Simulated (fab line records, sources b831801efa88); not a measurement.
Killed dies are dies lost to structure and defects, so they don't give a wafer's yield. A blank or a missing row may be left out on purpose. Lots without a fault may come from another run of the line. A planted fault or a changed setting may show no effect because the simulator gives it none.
Chamber matching | flow gf180mcu | GF_MIM_CVD_05 on pecvd-02: 3 sister chambers
The step deposits Si3N4, target thk 42 nm, time 29.086 s. 16 wafers are shown with their chamber, then 8 later ones without.

WAFERS WITH THEIR CHAMBER
wafer  | chamber | heater_power_w (W)
L077.2 | 1       | 664
L077.3 | 2       | 601
L077.6 | 2       | 615
L078.1 | 1       | 653
L078.2 | 0       | 653
L078.5 | 2       | 588
L079.2 | 2       | 587
L079.5 | 0       | 667
L079.6 | 2       | 596
L082.3 | 0       | 633
L082.4 | 1       | 638
L082.5 | 2       | 541
L087.3 | 1       | 666
L087.4 | 2       | 574
L087.5 | 1       | 660
L090.2 | 2       | 526

SIGNATURES (means of the wafers above)
reading        | chamber 0 | chamber 1 | chamber 2 | scatter within a chamber
heater_power_w | 651.00    | 656.20    | 578.50    | 24.2
Rule: a wafer's distance from a chamber is the root of the sum, over the readings, of the square of ((its reading less the chamber's mean) divided by the reading's scatter). The wafer belongs to the nearest chamber; if the next one is less than 2 further off, it can't be placed. The scatter: the root of (the sum of the squares of (reading less its chamber's mean) over the shown wafers, divided by (wafers less chambers)).

WAFERS WITHOUT THEIR CHAMBER
wafer  | heater_power_w (W)
L090.4 | 679
L090.5 | 527
L094.1 | 665
L094.2 | 560
L094.3 | 605
L097.1 | 616
L097.2 | 614
L097.4 | 578

WHICH CHAMBER EACH WENT THROUGH
wafer  | from the rows above          | in truth
L090.4 | can't be placed: 1 or 0      | 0
L090.5 | 2                            | 2
L094.1 | can't be placed: 1 or 0      | 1
L094.2 | 2                            | 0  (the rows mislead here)
L094.3 | can't be placed: 2 or 0 or 1 | 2
L097.1 | can't be placed: 0 or 2 or 1 | 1
L097.2 | can't be placed: 2 or 0 or 1 | 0
L097.4 | 2                            | 2
Placed correctly: 2 of 8. Can't be placed from these rows: 5 (the true chamber is among the candidates in 5). Placed wrongly: 1.
